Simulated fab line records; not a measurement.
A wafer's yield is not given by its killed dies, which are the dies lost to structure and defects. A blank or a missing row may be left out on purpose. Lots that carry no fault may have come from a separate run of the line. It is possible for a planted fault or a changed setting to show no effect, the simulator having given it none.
Which tool was responsible? :: flow sfqLine :: 14 lots with 42 wafers sampled at 2 steps, on a route of 325 steps

## WHAT EACH GAUGE READ, for each wafer
The record holds no reading of a measuring or inspecting step that can be judged against a usual standard deviation.

## TOOL THAT RAN EACH LOT (tool first, then ch and the chambers of the sampled wafers, then the start)
lot: L568
SFQ_TRILAYER_I1_DEP_PECVD_045: pecvd-02 ch 0,1,2, day 12 20:16
SFQ_TRILAYER_I1_CMP_CMP_046: cmp-02 ch 2,3, day 12 21:29

lot: L569
SFQ_TRILAYER_I1_DEP_PECVD_045: pecvd-01 ch 0,1, day 13 00:38
SFQ_TRILAYER_I1_CMP_CMP_046: cmp-01 ch 0,1,2, day 13 04:55

lot: L570
SFQ_TRILAYER_I1_DEP_PECVD_045: pecvd-04 ch 0,1, day 13 08:35
SFQ_TRILAYER_I1_CMP_CMP_046: cmp-02 ch 0,2, day 13 15:29

lot: L571
SFQ_TRILAYER_I1_DEP_PECVD_045: pecvd-01 ch 0,1,2, day 13 18:39
SFQ_TRILAYER_I1_CMP_CMP_046: cmp-01 ch 1,2,3, day 13 23:58

lot: L573
SFQ_TRILAYER_I1_DEP_PECVD_045: pecvd-01 ch 0,1, day 14 11:35
SFQ_TRILAYER_I1_CMP_CMP_046: cmp-02 ch 0,2,3, day 14 14:59

lot: L574
SFQ_TRILAYER_I1_DEP_PECVD_045: pecvd-01 ch 0,1, day 14 22:13
SFQ_TRILAYER_I1_CMP_CMP_046: cmp-02 ch 0,1,3, day 15 00:59

lot: L576
SFQ_TRILAYER_I1_DEP_PECVD_045: pecvd-04 ch 0,1,2, day 15 17:27
SFQ_TRILAYER_I1_CMP_CMP_046: cmp-02 ch 0,1,2, day 15 20:12

lot: L577
SFQ_TRILAYER_I1_DEP_PECVD_045: pecvd-01 ch 0,1,2, day 15 22:13
SFQ_TRILAYER_I1_CMP_CMP_046: cmp-02 ch 0,2,3, day 16 00:42

lot: L580
SFQ_TRILAYER_I1_DEP_PECVD_045: pecvd-01 ch 0,2, day 16 11:25
SFQ_TRILAYER_I1_CMP_CMP_046: cmp-01 ch 0,1,2, day 16 15:52

lot: L581
SFQ_TRILAYER_I1_DEP_PECVD_045: pecvd-02 ch 0,1,2, day 17 07:02
SFQ_TRILAYER_I1_CMP_CMP_046: cmp-01 ch 0,2, day 17 08:32

lot: L582
SFQ_TRILAYER_I1_DEP_PECVD_045: pecvd-01 ch 0,1,2, day 17 08:14
SFQ_TRILAYER_I1_CMP_CMP_046: cmp-02 ch 0,3, day 17 10:26

lot: L586
SFQ_TRILAYER_I1_DEP_PECVD_045: pecvd-04 ch 1,2, day 18 15:21
SFQ_TRILAYER_I1_CMP_CMP_046: cmp-02 ch 1,2, day 19 01:37

lot: L588
SFQ_TRILAYER_I1_DEP_PECVD_045: pecvd-04 ch 0,1,2, day 19 17:44
SFQ_TRILAYER_I1_CMP_CMP_046: cmp-02 ch 2,3, day 19 20:07

lot: L589
SFQ_TRILAYER_I1_DEP_PECVD_045: pecvd-01 ch 1,2, day 19 20:08
SFQ_TRILAYER_I1_CMP_CMP_046: cmp-02 ch 2,3, day 20 01:37
- SFQ_TRILAYER_I1_DEP_PECVD_045: deposits SiO2 from SiH4/N2O, time 111.11 s, target thk 500 nm.
- SFQ_TRILAYER_I1_CMP_CMP_046: polishes SiO2.

## WHAT THE TOOLS THEMSELVES READ (means of the sampled wafers that have a number; where no wafer has one, the mark that the record gives instead)
SFQ_TRILAYER_I1_DEP_PECVD_045. Usual: heaterPowerW 79 W, standard deviation 14; rfFwdPowerW 182.4 W, standard deviation 0.65; runLengthS 139.0 s, standard deviation 0.43; throttleValvePct 24.5 %, standard deviation 1.5.
lot: L568
tool: pecvd-02
heaterPowerW (W): 77
rfFwdPowerW (W): 182.3
runLengthS (s): 139.0
throttleValvePct (%): 26.0
flag: 

lot: L569
tool: pecvd-01
heaterPowerW (W): 68
rfFwdPowerW (W): 182.6
runLengthS (s): 139.1
throttleValvePct (%): 23.0
flag: 

lot: L570
tool: pecvd-04
heaterPowerW (W): 85
rfFwdPowerW (W): 183.2
runLengthS (s): 138.9
throttleValvePct (%): 25.3
flag: 

lot: L571
tool: pecvd-01
heaterPowerW (W): 73
rfFwdPowerW (W): 182.4
runLengthS (s): 139.4
throttleValvePct (%): 23.0
flag: 

lot: L573
tool: pecvd-01
heaterPowerW (W): 71
rfFwdPowerW (W): 182.3
runLengthS (s): 139.0
throttleValvePct (%): 23.1
flag: 

lot: L574
tool: pecvd-01
heaterPowerW (W): 68
rfFwdPowerW (W): 182.1
runLengthS (s): 138.9
throttleValvePct (%): 23.0
flag: 

lot: L576
tool: pecvd-04
heaterPowerW (W): 81
rfFwdPowerW (W): 182.4
runLengthS (s): 139.0
throttleValvePct (%): 24.9
flag: 

lot: L577
tool: pecvd-01
heaterPowerW (W): 73
rfFwdPowerW (W): 182.7
runLengthS (s): 139.0
throttleValvePct (%): 23.2
flag: 

lot: L580
tool: pecvd-01
heaterPowerW (W): 80
rfFwdPowerW (W): -
runLengthS (s): 121.0
throttleValvePct (%): 23.4
flag: OFF

lot: L581
tool: pecvd-02
heaterPowerW (W): 70
rfFwdPowerW (W): 183.0
runLengthS (s): 139.2
throttleValvePct (%): 26.0
flag: 

lot: L582
tool: pecvd-01
heaterPowerW (W): 72
rfFwdPowerW (W): -
runLengthS (s): 120.8
throttleValvePct (%): 23.2
flag: OFF

lot: L586
tool: pecvd-04
heaterPowerW (W): 92
rfFwdPowerW (W): 182.4
runLengthS (s): 139.0
throttleValvePct (%): 25.0
flag: 

lot: L588
tool: pecvd-04
heaterPowerW (W): 88
rfFwdPowerW (W): 182.3
runLengthS (s): 138.9
throttleValvePct (%): 25.4
flag: 

lot: L589
tool: pecvd-01
heaterPowerW (W): 74
rfFwdPowerW (W): 182.1
runLengthS (s): 139.3
throttleValvePct (%): 23.1
flag: 

SFQ_TRILAYER_I1_CMP_CMP_046. Usual: edgeZonePressureFrac 1.000, standard deviation 0.0047; motorCurrentA 9.9 A, standard deviation 0.52; timeToEndpointS 216 s, standard deviation 8.5.
lot: L568
tool: cmp-02
edgeZonePressureFrac: 0.999
motorCurrentA (A): 9.7
timeToEndpointS (s): 214
flag: 

lot: L569
tool: cmp-01
edgeZonePressureFrac: 0.999
motorCurrentA (A): 10.5
timeToEndpointS (s): 214
flag: 

lot: L570
tool: cmp-02
edgeZonePressureFrac: 1.003
motorCurrentA (A): 9.4
timeToEndpointS (s): 211
flag: 

lot: L571
tool: cmp-01
edgeZonePressureFrac: 0.999
motorCurrentA (A): 10.6
timeToEndpointS (s): 216
flag: 

lot: L573
tool: cmp-02
edgeZonePressureFrac: 0.999
motorCurrentA (A): 9.6
timeToEndpointS (s): 204
flag: 

lot: L574
tool: cmp-02
edgeZonePressureFrac: 1.000
motorCurrentA (A): 9.5
timeToEndpointS (s): 215
flag: 

lot: L576
tool: cmp-02
edgeZonePressureFrac: 1.000
motorCurrentA (A): 9.8
timeToEndpointS (s): 226
flag: 

lot: L577
tool: cmp-02
edgeZonePressureFrac: 0.999
motorCurrentA (A): 9.7
timeToEndpointS (s): 213
flag: 

lot: L580
tool: cmp-01
edgeZonePressureFrac: 1.002
motorCurrentA (A): 10.3
timeToEndpointS (s): 169
flag: OFF

lot: L581
tool: cmp-01
edgeZonePressureFrac: 1.003
motorCurrentA (A): 10.0
timeToEndpointS (s): 226
flag: 

lot: L582
tool: cmp-02
edgeZonePressureFrac: 0.996
motorCurrentA (A): 9.7
timeToEndpointS (s): 162
flag: OFF

lot: L586
tool: cmp-02
edgeZonePressureFrac: 0.998
motorCurrentA (A): 9.7
timeToEndpointS (s): 217
flag: 

lot: L588
tool: cmp-02
edgeZonePressureFrac: 1.004
motorCurrentA (A): 9.4
timeToEndpointS (s): 211
flag: 

lot: L589
tool: cmp-02
edgeZonePressureFrac: 0.999
motorCurrentA (A): 9.5
timeToEndpointS (s): 210
flag: 

## THE ANSWER, worked out from the rows above alone
Rule: lot off if the mean of its wafers having a number is beyond 3 standard deviations from the usual mean. Also off: a lot with no number at a reading for which 4 or more lots have one. Where the step has rows for the other lots, those lots are counted as sound. After the gauges, taken in route order, come the tools' own readings; for these a lot's mean is taken, as printed above. At the first step where some lot is off, the reading lying furthest off is the one used; lots without a number count as furthest.
Off at SFQ_TRILAYER_I1_DEP_PECVD_045 (rfFwdPowerW): L580, L582. Without a number there: L580, L582.
A tool fits if, at that step or a process step before it, it ran every lot that is off, and no sound lot after the first of them. No candidate that was tried fits.

## WHAT THE SIMULATOR HAD PUT IN
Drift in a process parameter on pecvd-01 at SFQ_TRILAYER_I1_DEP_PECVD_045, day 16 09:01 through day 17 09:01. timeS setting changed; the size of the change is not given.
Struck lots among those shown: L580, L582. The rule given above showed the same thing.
